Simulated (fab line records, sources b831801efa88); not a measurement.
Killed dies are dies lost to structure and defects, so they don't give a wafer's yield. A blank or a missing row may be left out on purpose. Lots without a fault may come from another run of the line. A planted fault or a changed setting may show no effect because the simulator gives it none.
A struck lot beside a sound one | flow sky130 | 17 steps out of a route of 708
Sound: wafers L208.1, L208.2, L208.5. Struck: wafers L204.1, L204.4. The cause comes at the end.
At each step with rows: each side's tool, then ch and its chambers, then its first start. Under that, the readings that differ: sound wafers | struck wafers | difference of the means | sigmas: that difference in standard deviations of wafers without a fault.
alike: readings whose means differ by less than 2 such deviations, and words and numbers that are the same on both sides. not compared: withheld readings, readings that some wafer has no value for, bounds like >300 that may hide the same value, and numbers for which the record gives no deviation and whose values overlap.
The two part at a step that has a row with sigmas, a row that says differs or no value, or rows on one side only. Numbers that don't overlap but have no deviation are shown without sigmas and don't part them. A reading that every wafer of one side lacks parts them only if that side has two wafers or more.

SKY_LDD_P_OVL_MEAS_08:
  sound on overlay-02, day 22 11:56; struck on overlay-01, day 21 01:56
  alike: LDD_P_OVL
then, 1 step without rows for these wafers: SKY_LDD_P_IMPLANT_09.
SKY_LDD_P_STRIP_10: strips in O2/N2.
  sound on plasma_asher-04 ch 0,1, day 22 12:07; struck on plasma_asher-02 ch 0,1, day 21 02:07
  alike: drypump_motor_current_A, n2_flow_sccm, oes_product_au, strip_time_to_endpoint_s
  not compared: rf_hours_counter_h
SKY_LDD_P_TW_MEAS_11:
  sound on film_metro-04, day 22 12:13; struck on film_metro-03, day 21 02:13
  alike: LDD_P_TW
then, 7 steps without rows for these wafers: SKY_LDD_HVN_DEHYDRATE_00 (time 60 s); SKY_LDD_HVN_HMDS_01 (prime time 60 s); SKY_LDD_HVN_COAT_02 (resist thk 300 nm); SKY_LDD_HVN_SOFTBAKE_03 (time 60 s); SKY_LDD_HVN_EXPOSE_04 (exposes mask HVNTM, target cd 700 nm); SKY_LDD_HVN_PEB_05; SKY_LDD_HVN_DEVELOP_06 (develop time 60 s).
SKY_LDD_HVN_OVL_MEAS_07:
  sound on overlay-02, day 23 17:58; struck on overlay-01, day 22 08:52
  alike: LDD_HVN_OVL
SKY_LDD_HVN_IMPLANT_08:
  sound on implanter-04 ch 0, day 23 18:01; struck on implanter-01 ch 0, day 22 08:53
  reading            | sound          | struck      | difference | sigmas
  beam_on_s (s)      | 9.95 9.48 9.82 | 10.92 11.37 | +1.39      | +7
  faraday_current_uA | 169 177 173    | 155 149     | -21        | -6
  alike: end_station_pressure_torr
SKY_LDD_HVN_STRIP_09: strips in O2/N2.
  sound on plasma_asher-01 ch 0,1, day 23 18:10; struck on plasma_asher-01 ch 0,1, day 22 09:02
  alike: drypump_motor_current_A, n2_flow_sccm, oes_product_au, strip_time_to_endpoint_s
  not compared: rf_hours_counter_h
SKY_LDD_HVN_TW_MEAS_10:
  sound on film_metro-04, day 23 18:16; struck on film_metro-02, day 22 09:08
  reading    | sound          | struck    | difference | sigmas
  LDD_HVN_TW | 1428 1427 1423 | 1524 1508 | +90        | +6
then, 1 step without rows for these wafers: SKY_LDD_HVP_DEHYDRATE_00 (time 60 s).
-- the record jumps here: 25 days lie between the struck wafers' starts before and after (it left off in module LDD_HVP and takes up again in module PAD_OPEN, whose first step shown is number 708 of the route) --
SKY_PAD_OPEN_PROBE_99:
  sound on prober-01, day 48 02:56; struck on prober-02, day 47 04:11
  reading                        | sound          | struck    | difference | sigmas
  model.etest.tip_n_5v.rs_ohm_sq | 1407 1404 1405 | 1280 1289 | -121       |
  alike: killed_at_M0_to_M3, killed_at_M4_up, killed_at_contacts, killed_at_front_end, killed_at_other, killed_dies, killed_open, killed_short

WHERE THEY PART
First at SKY_LDD_HVN_IMPLANT_08; last, within this record, at SKY_LDD_HVN_TW_MEAS_10. Later steps at which nothing parts them and some readings are alike: SKY_PAD_OPEN_PROBE_99.

WHY: what the simulator had put in
Process parameter drift: implanter-01, from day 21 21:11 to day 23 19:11, at SKY_LDD_HVN_IMPLANT_08. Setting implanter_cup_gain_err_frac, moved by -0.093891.
